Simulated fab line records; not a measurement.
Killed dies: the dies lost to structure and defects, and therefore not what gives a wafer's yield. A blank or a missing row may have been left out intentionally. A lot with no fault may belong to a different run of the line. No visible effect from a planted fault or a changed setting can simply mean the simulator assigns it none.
A lot that was struck, set against a sound lot / flow sky130 / 25 out of 708 route steps
Sound: these wafers, L147.1, L147.4, L147.6. Struck: wafers L159.3, L159.5, L159.6. The cause is named last.
For every step that has rows: the tool of each side, followed by ch and its chambers, followed by its first start. Under that, the readings that differ: sound wafers / struck wafers / difference of the means / sigmas: that difference in standard deviations of wafers without a fault.
alike: same words and numbers on both sides, and readings whose means sit less than 2 such deviations apart. not compared: any withheld reading, any reading some wafer has no value for, any bound like >300 that may hide the same value, and any number with overlapping values for which the record gives no deviation.
Wherever a step has rows on one side only, a row that says differs or no value, or a row with sigmas, the two part there. Numbers that don't overlap but have no deviation are shown without sigmas and don't part them. Lack of a reading on every wafer of one side parts them only where that side has two or more wafers.

first, 5 steps without rows for these wafers: SKY_GATE_OXIDE_COAT_05 (resist thk 1140 nm); SKY_GATE_OXIDE_SOFTBAKE_06 (time 60 s); SKY_GATE_OXIDE_EXPOSE_07 (exposes mask LVOM, target cd 600 nm); SKY_GATE_OXIDE_PEB_08; SKY_GATE_OXIDE_DEVELOP_09 (develop time 60 s).
SKY_GATE_OXIDE_OVL_MEAS_10:
  sound: overlay-01 at day 15 00:02; struck: overlay-02 at day 19 02:15
  alike: GATE_OXIDE_OVL
then, 2 steps without rows for these wafers: SKY_GATE_OXIDE_IMPLANT_11; SKY_GATE_OXIDE_WET_ETCH_12 (etches SiO2 in dHF, target depth 16.8 nm, time 336 s).
SKY_GATE_OXIDE_STRIP_13: strips in O2/N2.
  sound on plasma asher-03 ch 0, day 15 00:19; struck on plasma asher-03 ch 0,1, day 19 02:33
  alike: drypump motor current A, oes product au, strip time to endpoint s
  not compared: rf hours counter h
SKY_GATE_OXIDE_TW_MEAS_14:
  sound: film metro-02 at day 15 00:25; struck: film metro-02 at day 19 02:38
  alike: GATE_OXIDE_TW
then, 2 steps without rows for these wafers: SKY_GATE_OXIDE_CLEAN_15 (cleans in SC1/SC2, time 150 s); SKY_GATE_OXIDE_OXIDATION_16 (stabilise 600 s, purge 300 s, target thk 3.57 nm).
SKY_POLY_GATE_CVD_00: deposits poly-Si, target thk 180 nm, time 720 s.
  sound on lpcvd-01 ch 0, day 15 04:24; struck on lpcvd-01 ch 1, day 19 04:54
reading=spike tc centre C (C); sound=619.4 618.3 620.0; struck=625.6 624.6 622.9; difference=+5.1; sigmas=+5
reading=spike tc lower C (C); sound=621.0 618.6 619.9; struck=625.1 625.7 625.0; difference=+5.4; sigmas=+5
reading=spike tc upper C (C); sound=620.3 620.1 621.2; struck=624.4 625.6 624.6; difference=+4.3; sigmas=+4
reading=susceptor temp C (C); sound=620.33 620.15 619.83; struck=624.05 624.00 624.20; difference=+3.98; sigmas=+16
reading=model.poly-Si_of_POLY_GATE_CVD_00.thk nm (nm); sound=175.3 175.3 175.4; struck=196.7 195.9 198; difference=+21.5; sigmas=
SKY_POLY_GATE_THK_MEAS_01:
  sound: film metro-01 at day 15 05:36; struck: film metro-01 at day 19 06:21
reading=POLY_GATE_CVD_00_THK (nm); sound=175.0 175.3 175.4; struck=196.7 195.9 198.0; difference=+21.6; sigmas=+11
  not compared: hold
then, 7 steps without rows for these wafers: SKY_RES_PROTECT_HMDS_01 (prime time 60 s); SKY_RES_PROTECT_COAT_02 (resist thk 1140 nm); SKY_RES_PROTECT_SOFTBAKE_03 (time 60 s); SKY_RES_PROTECT_EXPOSE_04 (exposes mask RPM, target cd 1270 nm); SKY_RES_PROTECT_PEB_05; SKY_RES_PROTECT_DEVELOP_06 (develop time 60 s); SKY_POLY_GATE_IMPLANT_02.
SKY_RES_PROTECT_STRIP_07: strips in O2/N2.
  sound on plasma asher-02 ch 0, day 16 08:11; struck on plasma asher-03 ch 0,1, day 20 13:27
  alike: drypump motor current A, oes product au, strip time to endpoint s
  not compared: rf hours counter h
SKY_RES_PROTECT_TW_MEAS_08:
  sound: film metro-04 at day 16 08:17; struck: film metro-02 at day 20 13:32
  alike: POLY_GATE_TW
SKY_RES_PROTECT_CLEAN_09: cleans in SC1/SC2, time 150 s.
  sound on wet bench-04 ch 0, day 16 08:20; struck on wet bench-02 ch 2, day 20 13:35
reading=model.poly-Si_of_POLY_GATE_CVD_00.thk nm (nm); sound=174.6 174.7 174.8; struck=196.1 195.3 197.3; difference=+21.5; sigmas=
then, 1 step without rows for these wafers: SKY_POLY_GATE_CVD_03 (deposits Si3N4 from DCS/NH3, target thk 75 nm, time 1290 s).

WHERE THEY PART
Earliest at SKY_POLY_GATE_CVD_00; latest, in this record, at SKY_POLY_GATE_THK_MEAS_01. Later steps at which nothing parts them and some readings are alike: SKY_RES_PROTECT_STRIP_07, SKY_RES_PROTECT_TW_MEAS_08.

WHY: what the simulator had put in
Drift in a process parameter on lpcvd-01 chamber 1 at SKY_POLY_GATE_CVD_00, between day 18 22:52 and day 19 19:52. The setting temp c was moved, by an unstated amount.
